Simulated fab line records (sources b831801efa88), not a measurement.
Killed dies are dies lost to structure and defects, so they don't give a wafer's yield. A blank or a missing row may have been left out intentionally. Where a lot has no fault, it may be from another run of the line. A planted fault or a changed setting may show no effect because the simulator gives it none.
2 desks, one fault	flow gf180mcu	each desk holds nothing but its own numbers, with what lay behind them at the end

## AT THE METROLOGY DESK
What the gauges read for every lot (on any tool): the sampled wafers with a number, averaged. If a lot's mean is further than 4 standard deviations from the usual mean, the lot is out of limits and carries the mark OUT (the distance appears in the brackets).
Columns: A = VT_IMPLANT_TW at GF_VT_IMPLANT_TW_MEAS_10, usual 567; B = SALICIDE_TIN_THK at GF_SALICIDE_THK_MEAS_05, usual 19.72 nm; C = CONTACT_CVD_02_THK at GF_CONTACT_THK_MEAS_03, usual 866 nm; D = V1_BOW at GF_V1_BOW_MEAS_05, usual 81 um
lot	first seen here	A	B	C	D
L699	day 5 13:01	562	19.96	864	80
L700	day 5 20:37	570	19.12	880	81
L703	day 7 02:51	572	19.63	865	75
L706	day 7 16:14	568	19.33	875	76
L707	day 8 02:03	569	19.66	863	74
L708	day 8 08:47	568	19.48	849	83
L709	day 8 12:09	562	19.99	855	83
L710	day 8 14:07	567	19.71	868	89
L712	day 9 02:12	569	19.83	859	75
L713	day 9 09:08	568	19.28	858	76
L720	day 11 00:29	566	21.00 (+5.1) OUT	860	88
L721	day 11 07:20	566	21.07 (+5.4) OUT	875	74
L722	day 11 16:36	571	19.72	875	70
Per this desk, out of limits: L720, L721; the first was L720, day 22 18:20 (SALICIDE_TIN_THK at GF_SALICIDE_THK_MEAS_05). L699, L700, L703, L706, L707, L708, L709, L710, L712, L713, L722: within limits.

## FOR THE TOOL OWNER'S DESK: pvd_sputter-03
The tool's own readings at GF_SALICIDE_SPUTTER_03 (material TiN, target thk 20 nm, time 16.7 s): means of the sampled wafers that have a number, for each lot that ran on this tool. If a lot's mean is further than 4 standard deviations from the usual mean, the lot is out of limits and carries the mark OUT (the distance appears in the brackets).
Columns: A = chamber_pressure_pa at GF_SALICIDE_SPUTTER_03, usual 0.4001 Pa; B = throttle_valve_pct at GF_SALICIDE_SPUTTER_03, usual 30.4 %
lot	first seen here	A	B
L700	day 15 13:17	0.4003	30.7
L707	day 18 20:13	0.3998	30.8
L708	day 19 07:01	0.4004	30.4
L710	day 19 22:46	0.4008	30.5
L720	day 22 18:10	0.2511 (-99 or more) OUT	38.4 (+8.2) OUT
L721	day 22 22:31	0.2524 (-99 or more) OUT	38.2 (+8.0) OUT
This desk's verdict: out of limits on L720, L721, starting with L720 at day 22 18:10 (chamber_pressure_pa at GF_SALICIDE_SPUTTER_03). L700, L707, L708, L710: within limits.

## PUT TOGETHER
The tool owner's desk had the chance to raise an alarm at day 22 18:10 on L720, L721.
The metrology desk could have raised an alarm at day 22 18:20, on L720, L721.
All the named lots went through GF_SALICIDE_SPUTTER_03 on pvd_sputter-03.

## WHAT THE SIMULATOR PUT IN
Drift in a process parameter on pvd_sputter-03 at GF_SALICIDE_SPUTTER_03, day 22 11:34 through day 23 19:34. Setting chamber_pressure_pa shifted by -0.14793 from 0.4. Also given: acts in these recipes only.
Struck lots among those shown: L720, L721.
Hours from the fault's start to each desk's first reading out of limits: the tool owner's desk, 7; the metrology desk, 7.
